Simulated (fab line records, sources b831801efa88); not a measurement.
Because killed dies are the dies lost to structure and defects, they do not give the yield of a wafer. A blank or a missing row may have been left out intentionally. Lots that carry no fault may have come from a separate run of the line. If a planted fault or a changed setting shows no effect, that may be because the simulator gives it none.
fab line records    flow sky130
record: lots: 6  wafers: 18  last_day: 50
route steps=708 shown LI_CONTACT@385 LOCAL_INTERCONNECT@387
lots that met no fault: from a run of the same line without faults
start_h: start of the lot's first displayed wafer, in hours after the record's first day    wait_h: hours from the lot's prior step to this one    " unchanged from the row above    L1.1+2: a single row standing in for several wafers    - no value, or no start was given    * or withheld: withheld    < > ~ a bound
route shown NAME@n: names a module that has steps shown in the file, with the first one's number in the route    usual: mean/standard deviation of fault-free wafers    same: alike in all rows    chamber/n: place in a boat    sites: the reading at each site    _std_site: the standard deviation of these    _edge_site: mean of outer sites minus mean of inner sites    radius_mm: for every site, how far away it sits from the centre of the wafer    mask NAME#n: copy n    behind: the tool/chamber that last shaped the wafer    hold: why the lot was held/for how many hours/how that ended    device: which transistor (n, p or np) failed to switch    end of line: tests of these same wafers at the route's end    step lacking rows: just its recipe    killed: not the wafer's yield, but the dies lost to structure and defects at the first sort    map: the dies of a wafer, with x for killed, . for not killed, _ for no die there
set.NAME: the setting as run; set.NAME@STEP: as run at that earlier step    model.NAME: the simulator's own value behind a step, which no gauge read
certain route steps with their lots: each step a table, each wafer a row
services: a tool's chamber out of use, with start hour (start_h, from the record's first day; less than 0 if before it), hours out, and reason
== steps ==
step: SKY_LI_CONTACT_THK_MEAS_23
recipe: thk_meas_gauge: xrf  reads: W_of_LI_CONTACT_CVD_21
usual: LI_CONTACT_W_THK: 403/5.9
lot.wafer  tool           chamber  start_h  wait_h  LI_CONTACT_W_THK[nm]
L607.2     film_metro-03  -        751.32   0.1     411
L607.4     "              -        "        "       405
L607.6     "              -        "        "       415
L608.1     film_metro-03  -        758.95   0.1     404
L608.5     "              -        "        "       403
L608.6     "              -        "        "       401
L616.1     film_metro-04  -        820.79   0.1     406
L616.3     "              -        "        "       403
L616.4     "              -        "        "       403
L617.2     film_metro-04  -        827.60   0.1     407
L617.3     "              -        "        "       399
L617.6     "              -        "        "       405
L618.4     film_metro-04  -        838.05   0.1     395
L618.5     "              -        "        "       405
L618.6     "              -        "        "       400
L621.3     film_metro-04  -        856.10   0.1     401
L621.4     "              -        "        "       406
L621.5     "              -        "        "       403
step: SKY_LI_CONTACT_CMP_24
recipe: stop_on: PSG  t_overpolish_s: 20  down_force_psi: 3.5  platen_rpm: 60  target_thk_nm: 0  pad_velocity_m_s: 0.94248
usual: motor_current_A: 11.5/1.3  overpolish_run_s: 20.000/0.0098  time_to_endpoint_s: 95/4.1
lot.wafer  tool    chamber  start_h  wait_h  motor_current_A  overpolish_run_s  time_to_endpoint_s
L607.2     cmp-01  3        751.37   0.0     10.6             19.980            104
L607.4     "       1        "        "       11.3             20.017            97
L607.6     "       3        "        "       10.8             19.995            104
L608.1     cmp-02  0        759.11   0.1     13.1             19.997            95
L608.6     "       2        "        "       12.0             20.001            91
L608.5     "       3        "        "       11.9             19.985            90
L616.4     cmp-01  3        820.90   0.1     10.3             20.015            95
L616.1     "       0        "        "       14.2             19.990            92
L616.3     "       1        "        "       10.6             19.989            93
L617.2     cmp-01  2        827.75   0.1     10.4             20.005            95
L617.3     "       3        "        "       10.7             20.013            95
L617.6     "       1        "        "       10.8             20.020            89
L618.4     cmp-01  3        838.08   0.0     11.0             19.995            97
L618.6     "       3        "        "       11.0             19.990            95
L618.5     "       0        "        "       14.7             20.009            96
L621.4     cmp-02  3        856.19   0.1     12.2             20.014            98
L621.3     "       1        "        "       9.6              20.014            105
L621.5     "       3        "        "       12.5             19.986            97
step: SKY_LOCAL_INTERCONNECT_SPUTTER_00
recipe: material: TiN  target_thk_nm: 100  temp_c: 300  power_w: 6500  time_s: 83.3  chamber_pressure_pa: 0.4
usual: substrate_temp_c: 299.99/0.21  throttle_valve_pct: 29.9/0.67
lot.wafer  tool            chamber  start_h  wait_h  substrate_temp_c  throttle_valve_pct
L607.2     pvd_sputter-03  -        751.67   0.2     300.07            30.6
L607.4     "               -        "        "       300.27            30.2
L607.6     "               -        "        "       299.74            30.5
L608.1     pvd_sputter-02  -        759.31   0.1     299.92            29.2
L608.5     "               -        "        "       299.71            30.7
L608.6     "               -        "        "       299.91            28.7
L616.1     pvd_sputter-02  -        821.15   0.1     299.81            29.5
L616.3     "               -        "        "       300.01            30.1
L616.4     "               -        "        "       299.83            31.0
L617.2     pvd_sputter-02  -        827.95   0.1     300.04            30.0
L617.3     "               -        "        "       299.68            29.2
L617.6     "               -        "        "       300.06            29.9
L618.4     pvd_sputter-02  -        838.38   0.2     300.10            29.0
L618.5     "               -        "        "       299.43            28.6
L618.6     "               -        "        "       300.26            29.2
L621.3     pvd_sputter-02  -        856.44   0.1     299.97            31.0
L621.4     "               -        "        "       300.28            29.2
L621.5     "               -        "        "       300.17            29.6
step: SKY_LOCAL_INTERCONNECT_RS_MEAS_01
recipe: thk_meas_gauge: four-point-probe  reads: TiN_of_LOCAL_INTERCONNECT_SPUTTER_00
usual: LOCAL_INTERCONNECT_TIN_RS: 14.09/0.16
lot.wafer  tool           chamber  start_h  wait_h  LOCAL_INTERCONNECT_TIN_RS[ohm/sq]
L607.2     film_metro-04  -        751.75   0.1     14.04
L607.4     "              -        "        "       14.26
L607.6     "              -        "        "       14.03
L608.1     film_metro-04  -        759.37   0.0     14.14
L608.5     "              -        "        "       14.06
L608.6     "              -        "        "       14.25
L616.1     film_metro-03  -        821.21   0.0     13.95
L616.3     "              -        "        "       13.95
L616.4     "              -        "        "       13.96
L617.2     film_metro-01  -        828.03   0.1     13.86
L617.3     "              -        "        "       13.91
L617.6     "              -        "        "       13.78
L618.4     film_metro-04  -        838.51   0.1     13.86
L618.5     "              -        "        "       13.92
L618.6     "              -        "        "       13.76
L621.3     film_metro-04  -        856.55   0.1     13.89
L621.4     "              -        "        "       14.16
L621.5     "              -        "        "       14.20
step: SKY_LOCAL_INTERCONNECT_THK_MEAS_02
recipe: thk_meas_gauge: xrf  reads: TiN_of_LOCAL_INTERCONNECT_SPUTTER_00
usual: LOCAL_INTERCONNECT_TIN_THK: 100.2/1.1
lot.wafer  tool           chamber  start_h  wait_h  LOCAL_INTERCONNECT_TIN_THK[nm]
L607.2     film_metro-04  -        751.86   0.1     100.4
L607.4     "              -        "        "       98.8
L607.6     "              -        "        "       101.1
L608.1     film_metro-04  -        759.49   0.1     99.9
L608.5     "              -        "        "       100.7
L608.6     "              -        "        "       98.9
L616.1     film_metro-03  -        821.33   0.1     100.6
L616.3     "              -        "        "       100.3
L616.4     "              -        "        "       100.4
L617.2     film_metro-01  -        828.14   0.1     102.0
L617.3     "              -        "        "       101.4
L617.6     "              -        "        "       102.4
L618.4     film_metro-04  -        838.60   0.1     101.2
L618.5     "              -        "        "       101.2
L618.6     "              -        "        "       101.7
L621.3     film_metro-04  -        856.65   0.1     101.6
L621.4     "              -        "        "       99.5
L621.5     "              -        "        "       99.1
step: SKY_LOCAL_INTERCONNECT_DEHYDRATE_03
recipe: temp_c: 200  time_s: 60
step: SKY_LOCAL_INTERCONNECT_HMDS_04
recipe: prime_time_s: 60  prime_temp_c: 120
step: SKY_LOCAL_INTERCONNECT_COAT_05
recipe: resist: BARC  temp_c: withheld  time_s: withheld  spin_rpm: 3000  resist_thk_nm: 60
step: SKY_LOCAL_INTERCONNECT_COAT_06
recipe: resist: KrF-thick  spin_rpm: 3000  resist_thk_nm: 450
step: SKY_LOCAL_INTERCONNECT_SOFTBAKE_07
recipe: temp_c: 100  time_s: 90  resist: KrF-thick
step: SKY_LOCAL_INTERCONNECT_EXPOSE_08
recipe: mask_id: LI1M  na: 0.8  source_shape: annular  sigma_inner: 0.55  sigma_outer: 0.85  target_cd_nm: 170  dose_mj: 28
step: SKY_LOCAL_INTERCONNECT_PEB_09
recipe: peb_temp_c: withheld  peb_time_s: withheld  resist: KrF-thick
step: SKY_LOCAL_INTERCONNECT_DEVELOP_10
recipe: develop_time_s: 60  resist: KrF-thick  dev_temp_c: 21
usual: chill_plate_temp_C: 23.04/0.11  develop_time_s: 60/0
lot.wafer  tool            chamber  start_h  wait_h  chill_plate_temp_C  develop_time_s  model.KrF-thick_of_LOCAL_INTERCONNECT_COAT_06.thk_nm
L607.2     litho_track-02  0        778      -       23.09               60              435.4
L607.4     "               0        "        "       22.90               60              436.1
L607.6     "               0        "        "       22.84               60              436.5
L608.1     litho_track-02  0        785      -       23.16               60              436
L608.5     "               0        "        "       23.26               60              436.4
L608.6     "               0        "        "       23.18               60              434.7
L616.1     litho_track-03  -        847      -       -                   -               449
L616.3     "               -        "        "       -                   -               449.3
L616.4     "               -        "        "       -                   -               447.7
L617.2     litho_track-02  -        854      -       -                   -               450.6
L617.3     "               -        "        "       -                   -               450.1
L617.6     "               -        "        "       -                   -               449.7
L618.4     litho_track-04  0        864      -       23.07               60              433.2
L618.5     "               0        "        "       23.00               60              434.3
L618.6     "               0        "        "       22.99               60              435
L621.3     litho_track-03  0        883      -       23.07               60              434.9
L621.4     "               0        "        "       22.96               60              434.1
L621.5     "               0        "        "       22.96               60              434.6
step: SKY_LOCAL_INTERCONNECT_CD_MEAS_11
recipe: target_cd_nm: 170
usual: cd_nm: 170.1/1.1
lot.wafer  tool       chamber  start_h  wait_h  cd_nm
L607.2     cd_sem-01  -        778.99   -       171.9
L607.4     "          -        "        "       170.3
L607.6     "          -        "        "       170.9
L608.1     cd_sem-02  -        785.92   -       170.1
L608.5     "          -        "        "       171.9
L608.6     "          -        "        "       170.6
L616.1     cd_sem-01  -        847.40   -       -
L616.3     "          -        "        "       -
L616.4     "          -        "        "       -
L617.2     cd_sem-01  -        854.49   -       -
L617.3     "          -        "        "       -
L617.6     "          -        "        "       -
L618.4     cd_sem-02  -        864.60   -       170.0
L618.5     "          -        "        "       170.1
L618.6     "          -        "        "       168.8
L621.3     cd_sem-01  -        883.19   -       169.8
L621.4     "          -        "        "       170.1
L621.5     "          -        "        "       170.0
== services ==
tool            chamber  start_h  hours  kind
cmp-01          -        737.45   1.6    repair
cmp-01          -        744.23   4.0    pm
cmp-02          -        745.64   1.9    repair
cmp-01          -        748.23   -      consumable_replace:conditioner
cmp-01          -        748.23   -      consumable_replace:pad
cmp-01          -        823.07   0.5    repair
cmp-01          -        844.49   27.0   pm
pvd_sputter-02  0        872.55   -      consumable_replace:kit
pvd_sputter-02  0        872.55   18.0   scheduled_down
pvd_sputter-02  0        872.55   18.0   vent_cycle
== key ==
first_sign: step: SKY_LOCAL_INTERCONNECT_DEVELOP_10  reading: tool_record  direction: missing
effect none on later readings
model_effect: step: SKY_LOCAL_INTERCONNECT_DEVELOP_10  value: KrF-thick_of_LOCAL_INTERCONNECT_COAT_06.thk_nm  without: 435.3  struck: 449.4
met_at SKY_LOCAL_INTERCONNECT_DEVELOP_10
struck_wafers L616.1,L616.3,L616.4,L617.2,L617.3,L617.6
later_rows_left_out L616.1,L616.3,L616.4,L617.2,L617.3,L617.6
sort_left_out L616.1,L616.3,L616.4,L617.2,L617.3,L617.6
tester_left_out L616,L617
onset_between 785 847
fault: kind: skipped_step_whole  tool: litho_track-02,litho_track-03  chamber: -  onset_h: 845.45  steps: SKY_LOCAL_INTERCONNECT_DEVELOP_10  scope: struck_lots_only
tester_left_out: of these lots the tester's yield and bins aren't shown, on N5 and GAA mostly nor the transistor test; their killed dies are dies lost to structure and defects alone, not to doping, threshold or leakage, so they don't give the yield
sort_left_out: the simulated sort isn't trusted on such a fault, so these wafers' sort isn't shown, and their yield isn't known
later_rows_left_out: the simulator's readings of these wafers behind a module that went badly wrong aren't trusted and aren't shown, but for the sort
